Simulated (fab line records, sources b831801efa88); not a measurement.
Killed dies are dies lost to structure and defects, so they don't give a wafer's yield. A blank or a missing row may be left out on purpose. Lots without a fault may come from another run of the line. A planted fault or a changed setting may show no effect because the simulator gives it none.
Which tool did it? | flow sky130 | 7 lots, 21 wafers sampled, at 1 step of a route of 708

WHAT THE GAUGES READ, wafer by wafer
SKY_METAL2_THK_MEAS_06: measures by xrf.
lot  | measured     | on            | METAL2_ALCU_THK (nm)
L173 | day 35 08:10 | film_metro-03 | 249.6 244.5 250.9
L175 | day 36 00:59 | film_metro-03 | 248.8 245.9 245.0
L177 | day 36 15:31 | film_metro-04 | 245.7 247.9 247.5
L184 | day 38 16:39 | film_metro-04 | 251.2 246.7 245.4
L188 | day 39 18:29 | film_metro-04 | 248.6 248.8 251.2
L190 | day 40 05:39 | film_metro-03 | 246.3 245.7 249.3
L193 | day 41 03:31 | film_metro-04 | 251.3 254.0 248.2

WHICH TOOL RAN EACH LOT (tool, then ch and the chambers of the sampled wafers, then the start)
The record holds no process step before these readings.

THE ANSWER, worked out from the rows above alone
Rule: what is usual is taken from the lots themselves. Put in order of their means at a reading, lots are off if they are a third of the lots or fewer, leave a main group of 4 or more, and stand apart from it by a gap of 3 or more times the standard deviation of the main group's means; of several such gaps the widest counts. A main group whose means are all the same, to the digits that the tables above print for the reading, isn't used. A lot without any number at a reading at which 4 lots or more have one is off too. The other lots that the step has rows for count as sound.
No lot is off at any reading shown: from this, nothing can be told.

WHAT THE SIMULATOR HAD PUT IN
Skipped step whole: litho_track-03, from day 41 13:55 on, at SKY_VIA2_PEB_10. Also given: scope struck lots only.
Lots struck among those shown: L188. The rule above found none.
